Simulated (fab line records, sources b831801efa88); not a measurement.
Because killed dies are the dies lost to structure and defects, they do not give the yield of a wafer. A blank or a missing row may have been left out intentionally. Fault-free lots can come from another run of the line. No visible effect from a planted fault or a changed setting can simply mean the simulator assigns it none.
A lot that was struck, set against a sound lot / flow sky130 / 14 steps out of a route of 708
Sound: these wafers, L700.3, L700.4, L700.6. Struck: wafers L715.2, L715.4, L715.5. The cause is named last.
Order at every step that has rows: each side's tool, ch and its chambers, its first start. Under that, the readings that differ: sound wafers / struck wafers / difference of the means / sigmas: that difference in standard deviations of wafers without a fault.
alike: a reading whose means differ by less than 2 such deviations, as well as words and numbers matching on both sides. not compared: withheld readings; readings where some wafer has no value; bounds like >300 that might hide an equal value; numbers whose values overlap and for which the record gives no deviation.
A row with sigmas, a row that says differs or no value, or rows on one side alone: a step with any of these is where the two part. Numbers that have no deviation but don't overlap get no sigmas and don't part them. A reading that every wafer of one side lacks parts them only if that side has two wafers or more.

SKY_METAL2_SPUTTER_00: material Ti, target thk 15 nm, time 10 s.
  sound on pvd_sputter-02, day 36 04:44; struck on pvd_sputter-03, day 40 18:38
  alike: throttle_valve_pct
SKY_METAL2_SPUTTER_01: material TiN, target thk 20 nm, time 16.7 s.
  sound on pvd_sputter-02, day 36 04:46; struck on pvd_sputter-03, day 40 18:40
  alike: throttle_valve_pct
SKY_METAL2_SPUTTER_02: material AlCu, target thk 250 nm, time 13.3 s.
  sound on pvd_sputter-02, day 36 04:47; struck on pvd_sputter-03, day 40 18:41
  alike: throttle_valve_pct
SKY_METAL2_SPUTTER_03: material Ti, target thk 5 nm, time 3.3 s.
  sound on pvd_sputter-02, day 36 04:49; struck on pvd_sputter-03, day 40 18:43
  alike: throttle_valve_pct
SKY_METAL2_SPUTTER_04: material TiN, target thk 70 nm, time 58.3 s.
  sound on pvd_sputter-02, day 36 04:50; struck on pvd_sputter-03, day 40 18:44
  alike: throttle_valve_pct
SKY_METAL2_RS_MEAS_05: measurement is done with a four-point probe.
  sound on film_metro-02, day 36 04:55; struck on film_metro-04, day 40 18:48
  alike: METAL2_ALCU_RS
SKY_METAL2_THK_MEAS_06: measures by xrf.
  sound on film_metro-02, day 36 05:01; struck on film_metro-04, day 40 18:55
  alike: METAL2_ALCU_THK
then, 5 steps without rows for these wafers: SKY_METAL2_DEHYDRATE_07 (time 60 s); SKY_METAL2_HMDS_08 (prime time 60 s); SKY_METAL2_COAT_09 (resist thk 60 nm); SKY_METAL2_COAT_10 (resist thk 450 nm); SKY_METAL2_SOFTBAKE_11 (time 90 s).
SKY_METAL2_EXPOSE_12: exposes mask MM2, target cd 140 nm.
  sound on krf_scanner-01 ch 0, day 36 18:11; struck on krf_scanner-02, day 41 06:37
  no value came back on the struck wafers for exposure_dose_mJ_cm2, focus_offset_nm (nm), stage_vel_mm_s (mm/s); on the sound wafers exposure_dose_mJ_cm2 reads 27.973 27.991 28.032
  alike: mask
following that, these wafers have no rows for 1 step: SKY_METAL2_PEB_13.

## WHERE THEY PART
At SKY_METAL2_EXPOSE_12 and nowhere else, as far as this record goes.

WHY: what had been put in by the simulator
Whole step skipped at SKY_METAL2_EXPOSE_12 on krf_scanner-02, starting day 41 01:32. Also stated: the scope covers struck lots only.
